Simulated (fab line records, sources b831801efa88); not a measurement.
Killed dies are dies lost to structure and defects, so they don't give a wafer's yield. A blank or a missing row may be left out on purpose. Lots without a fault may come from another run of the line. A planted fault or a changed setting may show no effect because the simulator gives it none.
A struck lot beside a sound one | flow gf180mcu | 18 steps out of a route of 602
Sound: wafers L868.3, L868.4, L868.5. Struck: wafer L861.2. (L861.3, L861.4 of the same lot were not struck and are left out.) The cause comes at the end.
At each step with rows: each side's tool, then ch and its chambers, then its first start. Under that, the readings that differ: sound wafers | struck wafers | difference of the means | sigmas: that difference in standard deviations of wafers without a fault.
alike: readings whose means differ by less than 2 such deviations, and words and numbers that are the same on both sides. not compared: withheld readings, readings that some wafer has no value for, bounds like >300 that may hide the same value, and numbers for which the record gives no deviation and whose values overlap.
The two part at a step that has a row with sigmas, a row that says differs or no value, or rows on one side only. Numbers that don't overlap but have no deviation are shown without sigmas and don't part them. A reading that every wafer of one side lacks parts them only if that side has two wafers or more.

first, 3 steps without rows for these wafers: GF_V3_EXPOSE_11 (exposes mask Via3, target cd 260 nm); GF_V3_PEB_12 (peb time 90 s); GF_V3_DEVELOP_13 (develop time 60 s).
GF_V3_CD_MEAS_14: target cd 260 nm.
  sound on cd_sem-02, day 28 11:21; struck on cd_sem-02, day 26 03:11
  alike: cd_nm
GF_V3_OVL_MEAS_15:
  sound on overlay-01, day 28 11:26; struck on overlay-01, day 26 03:17
  alike: V3_OVL
GF_V3_ETCH_16: etches BARC in N2/H2.
  sound on rie_diel-02 ch 0,1,2, day 28 11:28; struck on rie_diel-02 ch 3, day 26 03:19
  alike: drypump_motor_current_A, oes_product_au, throttle_valve_pct
then, 1 step without rows for these wafers: GF_V3_ETCH_17 (etches SiO2 in C4F8/O2/Ar, stops on TiN, target depth 635 nm).
GF_V3_STRIP_18: strips in O2/N2.
  sound on plasma_asher-04 ch 0,1, day 28 11:38; struck on plasma_asher-04 ch 1, day 26 03:26
  reading                | sound | struck | difference                   | sigmas
  rf_hours_counter_h (h) | - - - | 97     | no value on the sound wafers |
  alike: drypump_motor_current_A, heater_power_w, oes_product_au
then, 2 steps without rows for these wafers: GF_V3_STRIP_19 (strips in post etch residue remover, time 1200 s); GF_V3_CLEAN_20 (cleans in DIW).
GF_V3_SPUTTER_21: material Ti, target thk 15 nm, time 80.02 s.
  sound on pvd_sputter-01, day 28 12:08; struck on pvd_sputter-01, day 26 03:59
  reading                  | sound             | struck | difference | sigmas
  chamber_pressure_pa (Pa) | 5.003 4.997 4.991 | 5.022  | +0.025     | +3
  alike: substrate_temp_c, throttle_valve_pct
GF_V3_SPUTTER_22: material TiN, target thk 10 nm, time 40 s.
  sound on pvd_sputter-01, day 28 12:11; struck on pvd_sputter-01, day 26 04:02
  alike: chamber_pressure_pa, throttle_valve_pct
GF_V3_CVD_23: deposits W, target thk 350 nm, time 104.9 s.
  sound on cvd_w-01 ch 0,1, day 28 12:16; struck on cvd_w-02 ch 1, day 26 04:05
  reading                          | sound             | struck | difference                   | sigmas
  since_wet_clean_h (h)            | - - -             | 200    | no value on the sound wafers |
  model.W_of_V3_CVD_23.thk_nm (nm) | 347.8 347.9 346.9 | 484.1  | +136.6                       |
  alike: heater_power_outer_w, heater_power_w
GF_V3_RS_MEAS_24: measures by four-point-probe.
  sound on film_metro-01, day 28 12:23; struck on film_metro-04, day 26 04:30
  reading          | sound             | struck | difference | sigmas
  V3_W_RS (ohm/sq) | 0.328 0.329 0.330 | 0.237  | -0.092     | -17
  not compared: hold
GF_V3_THK_MEAS_25: measures by xrf.
  sound on film_metro-01, day 28 12:29; struck on film_metro-04, day 26 07:27
  reading       | sound       | struck | difference | sigmas
  V3_W_THK (nm) | 353 356 351 | 487    | +134       | +21
  not compared: hold
GF_V3_CMP_26: polishes, stops on SiO2, t overpolish 15 s, target thk 0 nm.
  sound on cmp-02 ch 0,1,3, day 28 12:34; struck on cmp-02 ch 0, day 26 09:25
  reading                | sound    | struck                   | difference                   | sigmas
  hold                   | - - -    | await_dispo/1.9h/release | no value on the sound wafers |
  time_to_endpoint_s (s) | 88 87 86 | 122                      | +35                          | +8
  alike: motor_current_A
GF_M4_SPUTTER_00: material Ti, target thk 37.5 nm, time 150 s.
  sound on pvd_sputter-02, day 28 12:49; struck on pvd_sputter-02, day 26 09:43
  alike: chamber_pressure_pa, substrate_temp_c, throttle_valve_pct
-- the record jumps here: 6 days lie between the struck wafers' starts before and after (it left off in module M4 and takes up again in module PASSIVATION, whose first step shown is number 602 of the route) --
GF_PASSIVATION_PROBE_99:
  the record has rows for the struck wafers here (prober-02, day 32 04:38) and none for the sound ones

WHERE THEY PART
First at GF_V3_STRIP_18; last, within this record, at GF_PASSIVATION_PROBE_99.

WHY: what the simulator had put in
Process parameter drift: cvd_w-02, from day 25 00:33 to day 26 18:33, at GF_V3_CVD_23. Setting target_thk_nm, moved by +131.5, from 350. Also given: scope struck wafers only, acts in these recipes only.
